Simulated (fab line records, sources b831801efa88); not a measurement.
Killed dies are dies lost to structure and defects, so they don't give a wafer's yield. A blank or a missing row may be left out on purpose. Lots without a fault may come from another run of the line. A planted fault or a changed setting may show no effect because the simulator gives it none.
fab line records | flow sky130
record lots=10 wafers=30 last_day=50
route steps=708 shown LOCAL_INTERCONNECT@387 CONTACT@422 PAD_OPEN@708
lots that met no fault: from a run of the same line without faults
start_h: hours from the record's first day to the start of the lot's first wafer shown | wait_h: hours since the lot's step before | " the same as in the row above | L1.1+2: a row that stands for several wafers | - no value, or no start given | * or withheld: withheld | < > ~ a bound
route shown NAME@n: a module of which the file shows steps, and the number in the route of the first | usual: mean/standard deviation of fault-free wafers | same: alike in all rows | chamber/n: place in a boat | sites: the reading at each site | _std_site: their standard deviation | _edge_site: outer sites' mean less inner sites' | radius_mm: how far each site lies from the wafer's centre | mask NAME#n: copy n | behind: the tool/chamber that last shaped the wafer | hold: why the lot was held/for how many hours/how that ended | device: the transistor (n, p or np) that didn't switch | end of line: the same wafers' tests at the end of the route | a step without rows: its recipe alone | killed: dies lost to structure and defects at the first sort, not the wafer's yield | map: a wafer's dies, x killed, . not, _ none there
set.NAME: the setting as run; set.NAME@STEP: as run at that earlier step | model.NAME: the simulator's own value behind a step, which no gauge read
steps of the route over a sample of lots; a table a step, a row a wafer
services: from which hour (start_h, from the record's first day; less than 0 if before it) a tool's chamber was out of use, for how many hours, and why
## steps
# step SKY_LOCAL_INTERCONNECT_SPUTTER_00
# recipe material=TiN target_thk_nm=100 temp_c=300 power_w=6500 time_s=83.3 chamber_pressure_pa=0.4
# usual throttle_valve_pct=29.9/1.1
# columns lot.wafer tool chamber start_h wait_h throttle_valve_pct
L124.1 pvd_sputter-04 - 694.92 0.1 28.5
L124.2 " - " " 30.9
L124.4 " - " " 31.2
L125.2 pvd_sputter-02 - 695.25 0.1 29.5
L125.4 " - " " 31.1
L125.5 " - " " 30.1
L126.3 pvd_sputter-04 - 703.93 0.1 28.5
L126.4 " - " " 28.6
L126.6 " - " " 28.6
L128.3 pvd_sputter-02 - 721.62 0.1 31.2
L128.5 " - " " 30.2
L128.6 " - " " 31.1
L132.3 pvd_sputter-03 - 755.94 0.2 29.4
L132.5 " - " " 29.6
L132.6 " - " " 28.1
L141.1 pvd_sputter-03 - 839.27 0.1 29.6
L141.2 " - " " 31.8
L141.3 " - " " 29.5
L139.1 pvd_sputter-04 - 839.64 0.2 30.9
L139.3 " - " " 28.3
L139.4 " - " " 28.6
L143.2 pvd_sputter-03 - 841.27 0.2 31.9
L143.3 " - " " 29.9
L143.5 " - " " 29.3
L144.2 pvd_sputter-02 - 845.23 0.2 31.2
L144.3 " - " " 30.2
L144.5 " - " " 29.5
L145.2 pvd_sputter-03 - 856.33 0.2 31.8
L145.5 " - " " 29.7
L145.6 " - " " 29.6
# step SKY_LOCAL_INTERCONNECT_THK_MEAS_02
# recipe thk_meas_gauge=xrf reads=TiN_of_LOCAL_INTERCONNECT_SPUTTER_00
# usual LOCAL_INTERCONNECT_TIN_THK=100.4/1.3
# columns lot.wafer tool chamber start_h wait_h LOCAL_INTERCONNECT_TIN_THK[nm]
L124.1 film_metro-03 - 695.11 0.1 101.3
L124.2 " - " " 100.9
L124.4 " - " " 100.6
L125.2 film_metro-02 - 695.44 0.1 98.5
L125.4 " - " " 99.6
L125.5 " - " " 98.5
L126.3 film_metro-04 - 704.14 0.1 101.0
L126.4 " - " " 100.8
L126.6 " - " " 101.1
L128.3 film_metro-02 - 721.83 0.1 101.4
L128.5 " - " " 100.0
L128.6 " - " " 102.4
L132.3 film_metro-04 - 756.14 0.1 99.8
L132.5 " - " " 101.0
L132.6 " - " " 100.7
L141.1 film_metro-02 - 839.46 0.1 100.0
L141.2 " - " " 100.5
L141.3 " - " " 101.6
L139.1 film_metro-04 - 839.82 0.1 100.7
L139.3 " - " " 103.1
L139.4 " - " " 101.2
L143.2 film_metro-04 - 841.47 0.1 101.2
L143.3 " - " " 103.8
L143.5 " - " " 101.4
L144.2 film_metro-02 - 845.42 0.1 100.9
L144.3 " - " " 98.0
L144.5 " - " " 97.4
L145.2 film_metro-03 - 856.52 0.1 100.0
L145.5 " - " " 100.9
L145.6 " - " " 99.3
# step SKY_CONTACT_ETCH_16
# recipe chemistry=N2/H2 target=BARC ion_energy_ev=200 source_w=500 bias_w=100 pressure_mtorr=30 n2_flow_sccm=100 h2_flow_sccm=200 stop_on=SiO2 time_s=45.9 target_depth_a=600
# usual bias_w=100.06/0.3 chamber_pressure_mTorr=30.002/0.028 drypump_motor_current_A=5.6/0.47 n2_flow_sccm=100.0/0.31 oes_product_au=0.855/0.0051 throttle_valve_pct=13.225/0.009
# columns lot.wafer tool chamber start_h wait_h bias_w chamber_pressure_mTorr drypump_motor_current_A n2_flow_sccm oes_product_au rf_hours_counter_h throttle_valve_pct
L124.1 rie_diel-01 3 751.16 0.0 100.26 29.985 5.9 99.4 0.856 9 13.213
L124.2 " 0 " " 100.68 29.975 6.1 100.4 0.864 43 13.230
L124.4 " 1 " " 101.07 29.995 4.8 100.3 0.853 14 13.229
L125.2 rie_diel-04 1 751.51 0.0 99.92 30.019 5.9 99.3 0.855 8 13.228
L125.4 " 0 " " 100.21 30.007 5.5 100.1 0.848 - 13.223
L125.5 " 2 " " 100.49 30.011 6.2 100.4 0.854 - 13.222
L126.3 rie_diel-01 2 760.01 0.0 99.77 30.013 4.8 100.1 0.852 16 13.222
L126.4 " 3 " " 99.86 30.011 5.9 100.2 0.855 10 13.240
L126.6 " 1 " " 100.12 29.957 4.9 100.4 0.863 - 13.237
L128.3 rie_diel-01 3 777.41 0.0 100.05 29.966 5.9 99.8 0.858 10 13.214
L128.5 " 3 " " 99.77 30.025 5.9 99.9 0.851 - 13.225
L128.6 " 2 " " 100.54 30.001 4.9 100.0 0.861 - 13.235
L132.3 rie_diel-04 3 809.96 0.0 100.26 29.979 5.8 99.9 0.854 20 13.212
L132.5 " 3 " " 99.98 30.006 5.8 100.0 0.854 - 13.214
L132.6 " 0 " " 100.35 29.979 5.5 99.9 0.859 - 13.231
L141.1 rie_diel-04 3 890.96 0.0 - - - - - - -
L141.2 " 2 " " - - - - - - -
L141.3 " 0 " " - - - - - - -
L139.1 rie_diel-01 3 891.31 0.0 - - - - - - -
L139.3 " 0 " " - - - - - - -
L139.4 " 3 " " - - - - - - -
L143.2 rie_diel-04 2 892.26 0.0 99.79 30.016 6.2 100.3 0.857 3 13.233
L143.3 " 0 " " 99.89 29.987 5.5 100.0 0.861 10 13.222
L143.5 " 1 " " 99.72 29.969 5.8 99.6 0.857 - 13.254
L144.2 rie_diel-02 2 894.97 0.0 100.04 29.990 5.7 100.0 0.864 22 13.224
L144.3 " 3 " " 100.21 29.995 5.8 100.0 0.845 4 13.238
L144.5 " 3 " " 100.42 30.039 5.8 100.0 0.855 - 13.243
L145.2 rie_diel-04 2 904.17 0.0 100.01 30.017 6.2 99.9 0.856 3 13.219
L145.5 " 2 " " 100.18 29.962 6.2 100.4 0.854 - 13.219
L145.6 " 1 " " 100.22 30.040 5.8 100.3 0.852 - 13.230
# step SKY_CONTACT_ETCH_17
# recipe target=SiO2 chemistry=C4F8/O2/Ar stop_on=Si3N4 mask_material=KrF-thick source_w=1500 bias_w=1200 pressure_mtorr=40 c4f8_flow_sccm=withheld O2_flow_sccm=6 Ar_flow_sccm=300 time_s=withheld target_depth_a=3400
# usual bias_w=1200/3.9 chamber_pressure_mTorr=40.00/0.044 oes_product_au=0.891/0.0048
# columns lot.wafer tool chamber start_h wait_h bias_w chamber_pressure_mTorr oes_product_au
L124.1 rie_diel-01 3 751.20 0.0 1198 39.97 0.891
L124.2 " 0 " " 1203 39.98 0.889
L124.4 " 1 " " 1201 39.99 0.888
L125.2 rie_diel-04 1 751.55 0.0 1202 40.03 0.886
L125.4 " 0 " " 1199 40.00 0.895
L125.5 " 2 " " 1204 39.98 0.889
L126.3 rie_diel-01 2 760.05 0.0 1202 40.05 0.887
L126.4 " 3 " " 1198 40.01 0.890
L126.6 " 1 " " 1197 39.98 0.890
L128.3 rie_diel-01 3 777.45 0.0 1200 39.96 0.888
L128.5 " 3 " " 1199 40.03 0.889
L128.6 " 2 " " 1203 40.06 0.890
L132.3 rie_diel-04 3 810.00 0.0 1198 40.06 0.896
L132.5 " 3 " " 1205 39.96 0.886
L132.6 " 0 " " 1200 40.02 0.898
L141.1 rie_diel-04 3 891.00 0.0 1203 40.03 0.378
L141.2 " 2 " " 1199 40.04 0.366
L141.3 " 0 " " 1201 39.95 0.370
L139.1 rie_diel-01 3 891.35 0.0 1195 40.05 0.375
L139.3 " 0 " " 1197 39.96 0.380
L139.4 " 3 " " 1196 39.92 0.382
L143.2 rie_diel-04 2 892.30 0.0 1191 39.94 0.895
L143.3 " 0 " " 1194 39.97 0.887
L143.5 " 1 " " 1200 40.06 0.888
L144.2 rie_diel-02 2 895.01 0.0 1197 39.99 0.890
L144.3 " 3 " " 1195 40.02 0.894
L144.5 " 3 " " 1194 40.06 0.891
L145.2 rie_diel-04 2 904.21 0.0 1196 40.03 0.891
L145.5 " 2 " " 1197 40.01 0.895
L145.6 " 1 " " 1202 39.94 0.891
# step SKY_CONTACT_ETCH_18
# recipe target=Si3N4 chemistry=CHF3/O2 stop_on=TiN source_w=600 bias_w=200 pressure_mtorr=40 chf3_flow_sccm=50 O2_flow_sccm=5 time_s=39 target_depth_a=750
# usual O2_flow_sccm=5.000/0.013 bias_w=199.9/0.62 drypump_motor_current_A=5.6/0.47 oes_product_au=0.857/0.0084 throttle_valve_pct=8.794/0.0084
# columns lot.wafer tool chamber start_h wait_h O2_flow_sccm bias_w drypump_motor_current_A oes_product_au rf_hours_counter_h throttle_valve_pct
L124.1 rie_diel-01 3 - - 5.027 199.1 5.8 0.856 9 8.796
L124.2 " 0 " " 4.983 199.1 6.1 0.857 43 8.798
L124.4 " 1 " " 4.999 200.6 4.8 0.855 14 8.790
L125.2 rie_diel-04 1 - - 4.992 200.0 5.9 0.841 9 8.787
L125.4 " 0 " " 4.987 199.5 5.4 0.858 - 8.805
L125.5 " 2 " " 4.992 199.6 6.1 0.859 - 8.805
L126.3 rie_diel-01 2 - - 5.003 200.2 4.8 0.848 16 8.789
L126.4 " 3 " " 5.002 199.7 5.8 0.844 10 8.790
L126.6 " 1 " " 4.992 200.7 4.8 0.861 - 8.793
L128.3 rie_diel-01 3 - - 4.987 200.5 5.9 0.841 10 8.787
L128.5 " 3 " " 5.003 200.9 5.9 0.856 - 8.793
L128.6 " 2 " " 4.968 200.3 4.9 0.864 - 8.789
L132.3 rie_diel-04 3 - - 5.000 200.0 5.9 0.855 20 8.783
L132.5 " 3 " " 5.022 200.2 5.9 0.860 - 8.807
L132.6 " 0 " " 4.997 200.0 5.5 0.876 - 8.795
L141.1 rie_diel-04 3 - - 4.986 199.5 5.8 0.374 22 8.667
L141.2 " 2 " " 5.009 200.2 6.2 0.378 3 8.677
L141.3 " 0 " " 4.995 199.4 5.4 0.381 10 8.675
L139.1 rie_diel-01 3 - - 4.996 199.5 5.8 0.376 14 8.680
L139.3 " 0 " " 4.986 199.6 6.1 0.377 2 8.683
L139.4 " 3 " " 4.982 200.4 5.8 0.371 - 8.662
L143.2 rie_diel-04 2 - - 5.005 200.0 6.2 0.853 3 8.794
L143.3 " 0 " " 5.009 199.5 5.4 0.849 10 8.794
L143.5 " 1 " " 4.997 199.1 5.8 0.849 - 8.795
L144.2 rie_diel-02 2 - - 4.993 200.4 5.7 0.851 22 8.785
L144.3 " 3 " " 5.000 200.0 5.9 0.853 4 8.786
L144.5 " 3 " " 5.000 200.6 5.8 0.862 - 8.791
L145.2 rie_diel-04 2 - - 4.984 199.2 6.2 0.866 3 8.794
L145.5 " 2 " " 4.998 199.7 6.2 0.869 - 8.811
L145.6 " 1 " " 5.010 200.6 5.8 0.878 - 8.803
# step SKY_CONTACT_CVD_24
# recipe material=W target_thk_nm=340 time_s=102.12 temp_c=400 pressure_torr=40
# usual heater_power_w=863/50
# columns lot.wafer tool chamber start_h wait_h heater_power_w
L124.1 cvd_w-01 1 751.95 0.0 836
L124.2 " 1 " " 780
L124.4 " 1 " " 816
L125.2 cvd_w-02 0 752.30 0.0 893
L125.4 " 1 " " 919
L125.5 " 0 " " 877
L126.3 cvd_w-01 0 760.83 0.1 823
L126.4 " 1 " " 826
L126.6 " 1 " " 822
L128.3 cvd_w-01 1 778.23 0.1 811
L128.5 " 1 " " 815
L128.6 " 0 " " 798
L132.3 cvd_w-01 0 810.82 0.1 821
L132.5 " 0 " " 808
L132.6 " 0 " " 818
L141.1 cvd_w-01 0 891.79 0.0 828
L141.2 " 1 " " 813
L141.3 " 1 " " 832
L139.1 cvd_w-02 0 892.10 0.0 887
L139.3 " 0 " " 882
L139.4 " 0 " " 895
L143.2 cvd_w-02 0 893.12 0.1 903
L143.3 " 0 " " 897
L143.5 " 0 " " 884
L144.2 cvd_w-02 0 895.79 0.1 886
L144.3 " 0 " " 895
L144.5 " 0 " " 905
L145.2 cvd_w-01 0 905.02 0.0 825
L145.5 " 1 " " 843
L145.6 " 0 " " 788
# step SKY_PAD_OPEN_PROBE_99
# usual killed_at_M0_to_M3=42/6.3 killed_at_M4_up=3.2/1.9 killed_at_contacts=24/5.8 killed_at_front_end=15/4.3 killed_at_other=0.2/0.62 killed_dies=85/9.3 killed_on_rim=16/3.3 killed_open=46/6.8 killed_short=38/6.1
# same gross_dies=492 killed_at_back_side=0
# columns lot.wafer tool chamber start_h wait_h killed_at_M0_to_M3 killed_at_M4_up killed_at_contacts killed_at_front_end killed_at_other killed_dies killed_on_rim killed_open killed_short
L124.1 prober-02 - 1081.55 0.1 42 7 30 12 0 91 18 41 50
L124.2 prober-02 - 1081.60 0.1 40 4 26 14 0 84 17 42 42
L124.4 prober-02 - 1081.70 0.2 43 5 25 16 0 89 14 46 43
L125.2 prober-01 - 1083.10 0.1 47 1 16 25 0 89 18 52 37
L125.4 prober-01 - 1083.20 0.2 41 2 20 18 0 81 17 46 35
L125.5 prober-01 - 1083.25 0.2 40 5 21 25 0 91 22 52 39
L126.3 prober-02 - 1092.92 0.2 36 3 18 18 0 75 14 37 38
L126.4 prober-02 - 1092.97 0.2 30 1 20 14 0 65 15 32 33
L126.6 prober-02 - 1093.07 0.2 43 1 23 16 0 83 18 52 31
L128.3 prober-02 - 1101.24 0.2 33 3 16 9 1 62 14 35 27
L128.5 prober-02 - 1101.34 0.2 45 2 15 15 0 77 19 35 42
L128.6 prober-02 - 1101.39 0.2 40 1 20 8 1 70 13 37 33
L132.3 prober-02 - 1127.34 0.2 38 5 22 14 0 79 14 39 40
L132.5 prober-02 - 1127.44 0.2 41 1 27 14 0 83 19 39 44
L132.6 prober-02 - 1127.49 0.2 38 4 17 22 0 81 21 43 37
L141.1 prober-02 - 1182.22 0.1 226 68 113 13 72 492 96 40 39
L141.2 prober-02 - 1182.27 0.1 228 65 109 21 69 492 96 45 37
L141.3 prober-02 - 1182.32 0.2 198 72 139 20 63 492 96 48 46
L139.1 prober-01 - 1184.41 0.1 228 76 107 12 69 492 96 46 30
L139.3 prober-01 - 1184.51 0.2 241 68 122 8 53 492 96 46 41
L139.4 prober-01 - 1184.56 0.2 239 64 117 14 58 492 96 54 34
L143.2 prober-01 - 1185.96 0.1 50 7 16 8 0 81 19 40 39
L143.3 prober-01 - 1186.01 0.2 38 4 24 14 0 80 14 42 38
L143.5 prober-01 - 1186.11 0.2 44 2 21 14 0 81 20 37 44
L144.2 prober-02 - 1189.79 0.1 35 2 30 14 0 81 15 34 47
L144.3 prober-02 - 1189.84 0.2 42 2 28 8 0 80 12 46 34
L144.5 prober-02 - 1189.94 0.2 36 2 30 9 0 77 16 43 34
L145.2 prober-01 - 1193.57 0.1 42 7 27 18 1 95 17 51 39
L145.5 prober-01 - 1193.72 0.2 52 2 27 9 0 90 18 57 30
L145.6 prober-01 - 1193.77 0.2 32 8 28 13 0 81 17 41 39
# killed by level:class
L124.1 VIA1:geometric_particle:open=10 CONTACT:geometric_particle:short=8 CONTACT:geometric_particle:open=7 METAL4:geometric_particle:short=7 LI_CONTACT:geometric_particle:open=6 METAL1:geometric_particle:short=6 METAL2:geometric_particle:short=5 LI_CONTACT:geometric_particle:short=4
L124.2 VIA1:geometric_particle:open=9 CONTACT:geometric_particle:open=8 LI_CONTACT:geometric_particle:open=7 METAL1:geometric_particle:short=7 FIELD_ISO:geometric_particle:short=5 METAL2:geometric_particle:short=5 VIA2:geometric_particle:short=5 LOCAL_INTERCONNECT:geometric_particle:short=4
L124.4 VIA1:geometric_particle:open=12 VIA3:geometric_particle:open=8 LI_CONTACT:geometric_particle:open=7 FIELD_ISO:geometric_particle:short=6 CONTACT:geometric_particle:short=6 METAL2:geometric_particle:short=6 LOCAL_INTERCONNECT:geometric_particle:short=5 FIELD_ISO:geometric_particle:open=4
L125.2 VIA3:geometric_particle:open=8 VIA1:geometric_particle:open=7 VIA2:geometric_particle:open=7 CONTACT:geometric_particle:open=6 VIA1:geometric_particle:short=6 METAL2:geometric_particle:short=6 POLY_GATE:geometric_particle:short=5 FIELD_ISO:geometric_particle:short=4
L125.4 LI_CONTACT:geometric_particle:open=9 VIA3:geometric_particle:open=8 VIA1:geometric_particle:open=7 POLY_GATE:geometric_particle:open=5 VIA2:geometric_particle:short=5 VIA2:geometric_particle:open=5 POLY_GATE:geometric_particle:short=4 METAL1:geometric_particle:short=4
L125.5 VIA2:geometric_particle:open=9 CONTACT:geometric_particle:open=8 VIA1:geometric_particle:open=8 FIELD_ISO:geometric_particle:short=6 POLY_GATE:geometric_particle:open=6 VIA1:geometric_particle:short=5 SPACER:geometric_particle:open=4 METAL2:geometric_particle:short=4
L126.3 VIA1:geometric_particle:open=9 POLY_GATE:geometric_particle:short=6 LI_CONTACT:geometric_particle:open=6 METAL1:geometric_particle:short=6 CONTACT:geometric_particle:open=5 METAL2:geometric_particle:short=5 FIELD_ISO:geometric_particle:open=4 POLY_GATE:geometric_particle:open=4
L126.4 VIA1:geometric_particle:open=10 LI_CONTACT:geometric_particle:open=6 POLY_GATE:geometric_particle:short=4 POLY_GATE:geometric_particle:open=4 LI_CONTACT:geometric_particle:short=4 CONTACT:geometric_particle:open=4 METAL1:geometric_particle:short=4 METAL2:geometric_particle:short=4
L126.6 CONTACT:geometric_particle:open=11 VIA1:geometric_particle:open=11 VIA3:geometric_particle:open=8 METAL1:geometric_particle:short=7 FIELD_ISO:geometric_particle:open=5 LI_CONTACT:geometric_particle:open=5 CONTACT:geometric_particle:short=5 FIELD_ISO:geometric_particle:short=4
L128.3 VIA1:geometric_particle:open=8 LI_CONTACT:geometric_particle:open=7 VIA3:geometric_particle:open=7 CONTACT:geometric_particle:open=6 METAL2:geometric_particle:short=6 VIA1:geometric_particle:short=5 FIELD_ISO:geometric_particle:short=4 FIELD_ISO:geometric_particle:open=3
L128.5 VIA1:geometric_particle:open=10 METAL2:geometric_particle:short=7 VIA1:geometric_particle:short=6 LOCAL_INTERCONNECT:geometric_particle:short=5 CONTACT:geometric_particle:open=5 VIA2:geometric_particle:open=5 POLY_GATE:geometric_particle:open=4 METAL1:geometric_particle:short=4
L128.6 VIA2:geometric_particle:open=7 CONTACT:geometric_particle:open=6 VIA1:geometric_particle:open=6 METAL2:geometric_particle:short=6 METAL3:geometric_particle:short=5 METAL1:geometric_particle:short=5 LI_CONTACT:geometric_particle:open=4 LOCAL_INTERCONNECT:geometric_particle:short=4
L132.3 VIA1:geometric_particle:open=15 CONTACT:geometric_particle:open=7 FIELD_ISO:geometric_particle:short=6 CONTACT:geometric_particle:short=6 VIA2:geometric_particle:open=5 FIELD_ISO:geometric_particle:open=4 METAL1:geometric_particle:short=4 LOCAL_INTERCONNECT:geometric_particle:short=4
L132.5 CONTACT:geometric_particle:open=12 METAL2:geometric_particle:short=12 POLY_GATE:geometric_particle:open=6 LOCAL_INTERCONNECT:geometric_particle:short=6 VIA1:geometric_particle:open=6 METAL1:geometric_particle:short=4 VIA1:geometric_particle:short=4 VIA2:geometric_particle:open=4
L132.6 VIA1:geometric_particle:open=12 METAL1:geometric_particle:short=7 CONTACT:geometric_particle:open=7 POLY_GATE:geometric_particle:open=6 FIELD_ISO:geometric_particle:open=5 POLY_GATE:geometric_particle:short=5 CONTACT:geometric_particle:short=5 VIA3:geometric_particle:open=4
L141.1 CONTACT:area_etch=90 METAL2:area_expose=38 CAP2M:area_expose=37 VIA1:area_expose=35 CAPM:area_expose=35 METAL4:area_expose=33 VIA2:area_expose=33 VIA4:area_expose=32
L141.2 CONTACT:area_etch=90 CAPM:area_expose=41 VIA2:area_expose=40 VIA1:area_expose=38 METAL4:area_expose=36 METAL3:area_expose=32 METAL1:area_expose=31 CAP2M:area_expose=28
L141.3 CONTACT:area_etch=112 METAL3:area_expose=33 METAL4:area_expose=33 CAP2M:area_expose=32 VIA4:area_expose=32 METAL1:area_expose=32 CAPM:area_expose=30 METAL2:area_expose=26
L139.1 CONTACT:area_etch=84 METAL3:area_expose=43 VIA4:area_expose=40 CAPM:area_expose=37 METAL4:area_expose=34 CAP2M:area_expose=32 VIA2:area_expose=31 VIA3:area_expose=31
L139.3 CONTACT:area_etch=94 METAL3:area_expose=36 CAP2M:area_expose=35 METAL2:area_expose=35 VIA3:area_expose=34 VIA1:area_expose=34 METAL4:area_expose=33 VIA4:area_expose=32
L139.4 CONTACT:area_etch=84 VIA1:area_expose=40 METAL2:area_expose=37 VIA3:area_expose=36 METAL3:area_expose=33 CAP2M:area_expose=32 VIA2:area_expose=30 VIA4:area_expose=30
L143.2 VIA1:geometric_particle:open=12 METAL1:geometric_particle:short=7 VIA2:geometric_particle:open=7 CONTACT:geometric_particle:open=6 METAL2:geometric_particle:short=6 VIA3:geometric_particle:open=6 METAL4:geometric_particle:short=5 CONTACT:geometric_particle:short=4
L143.3 VIA1:geometric_particle:open=11 VIA3:geometric_particle:open=8 CONTACT:geometric_particle:open=7 LOCAL_INTERCONNECT:geometric_particle:short=6 LI_CONTACT:geometric_particle:short=5 METAL2:geometric_particle:short=5 FIELD_ISO:geometric_particle:open=4 POLY_GATE:geometric_particle:short=4
L143.5 VIA1:geometric_particle:open=11 METAL1:geometric_particle:short=8 LOCAL_INTERCONNECT:geometric_particle:short=7 VIA3:geometric_particle:open=7 FIELD_ISO:geometric_particle:short=6 LI_CONTACT:geometric_particle:short=5 METAL2:geometric_particle:short=5 VIA2:geometric_particle:open=4
L144.2 LI_CONTACT:geometric_particle:open=7 METAL2:geometric_particle:short=7 LOCAL_INTERCONNECT:geometric_particle:short=7 CONTACT:geometric_particle:open=7 METAL3:geometric_particle:short=6 VIA3:geometric_particle:open=6 CONTACT:geometric_particle:short=5 FIELD_ISO:geometric_particle:short=4
L144.3 LI_CONTACT:geometric_particle:open=10 CONTACT:geometric_particle:open=8 VIA2:geometric_particle:open=6 FIELD_ISO:geometric_particle:open=5 VIA1:geometric_particle:short=5 METAL1:geometric_particle:short=5 METAL2:geometric_particle:short=4 VIA2:geometric_particle:short=4
L144.5 LI_CONTACT:geometric_particle:open=11 VIA1:geometric_particle:open=10 CONTACT:geometric_particle:short=9 METAL1:geometric_particle:short=6 METAL2:geometric_particle:short=5 FIELD_ISO:geometric_particle:short=4 CONTACT:geometric_particle:open=4 POLY_GATE:geometric_particle:open=3
L145.2 CONTACT:geometric_particle:open=12 FIELD_ISO:geometric_particle:short=7 VIA1:geometric_particle:open=7 LI_CONTACT:geometric_particle:open=7 METAL1:geometric_particle:short=7 METAL2:geometric_particle:short=6 VIA2:geometric_particle:open=5 LOCAL_INTERCONNECT:geometric_particle:short=5
L145.5 VIA1:geometric_particle:open=16 CONTACT:geometric_particle:open=8 LI_CONTACT:geometric_particle:open=7 VIA2:geometric_particle:open=7 VIA3:geometric_particle:open=6 LOCAL_INTERCONNECT:geometric_particle:short=5 METAL2:geometric_particle:short=5 VIA3:geometric_particle:short=4
L145.6 CONTACT:geometric_particle:open=10 VIA2:geometric_particle:open=9 CONTACT:geometric_particle:short=7 LOCAL_INTERCONNECT:geometric_particle:short=6 VIA1:geometric_particle:open=6 METAL4:geometric_particle:short=6 FIELD_ISO:geometric_particle:short=5 LI_CONTACT:geometric_particle:open=5
## services
# columns tool chamber start_h hours kind
rie_diel-02 - 693.85 28.1 pm
pvd_sputter-03 - 708.11 2.1 repair
pvd_sputter-03 - 712.38 2.8 repair
rie_diel-01 3 719.05 9.7 repair
rie_diel-04 3 744.18 14.1 repair
rie_diel-02 2 747.98 4.2 repair
cvd_w-01 0 748.51 8.9 repair
rie_diel-04 - 754.94 2.2 repair
rie_diel-04 2 758.31 - clean
rie_diel-04 2 758.31 24.8 scheduled_down
rie_diel-04 2 758.31 24.8 vent_cycle
pvd_sputter-03 - 771.12 3.3 repair
rie_diel-01 0 775.48 26.3 repair
rie_diel-01 1 794.19 12.3 repair
cvd_w-01 - 822.03 6.9 pm
pvd_sputter-02 - 823.22 1.2 repair
cvd_w-02 0 824.57 8.5 repair
rie_diel-04 - 864.07 14.6 pm
pvd_sputter-02 - 864.32 10.7 repair
pvd_sputter-03 - 873.25 0.6 repair
rie_diel-01 2 880.94 21.7 repair
cvd_w-02 1 885.45 10.6 repair
rie_diel-01 0 897.40 9.5 repair
cvd_w-02 - 904.00 14.0 pm
## key
first_sign step=SKY_CONTACT_ETCH_16 reading=tool_record direction=missing
effect step=SKY_CONTACT_ETCH_17 reading=oes_product_au direction=down sigmas=99+ usual=0.891 struck=0.375
effect step=SKY_CONTACT_ETCH_18 reading=oes_product_au direction=down sigmas=57 usual=0.857 struck=0.376
effect step=SKY_PAD_OPEN_PROBE_99 reading=killed_at_other direction=up sigmas=64 usual=0.2 struck=64
more_kills_born_at SKY_CONTACT_ETCH_16@rie_diel-04=292 SKY_CONTACT_ETCH_16@rie_diel-01=262
met_at SKY_CONTACT_ETCH_16
struck_lots L139,L141
later_rows_left_out L139.1,L139.3,L139.4,L141.1,L141.2,L141.3
tester_left_out L139,L141
not_acting_at SKY_LOCAL_INTERCONNECT_SPUTTER_00,SKY_LOCAL_INTERCONNECT_THK_MEAS_02,SKY_CONTACT_CVD_24
onset_between 809.96 890.96
fault kind=skipped_step_whole tool=rie_diel-01,rie_diel-04 chamber=- onset_h=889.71 steps=SKY_CONTACT_ETCH_16 scope=struck_lots_only
# tester_left_out: of these lots the tester's yield and bins aren't shown, on N5 and GAA mostly nor the transistor test; their killed dies are dies lost to structure and defects alone, not to doping, threshold or leakage, so they don't give the yield
# later_rows_left_out: the simulator's readings of these wafers behind a module that went badly wrong aren't trusted and aren't shown, but for the sort
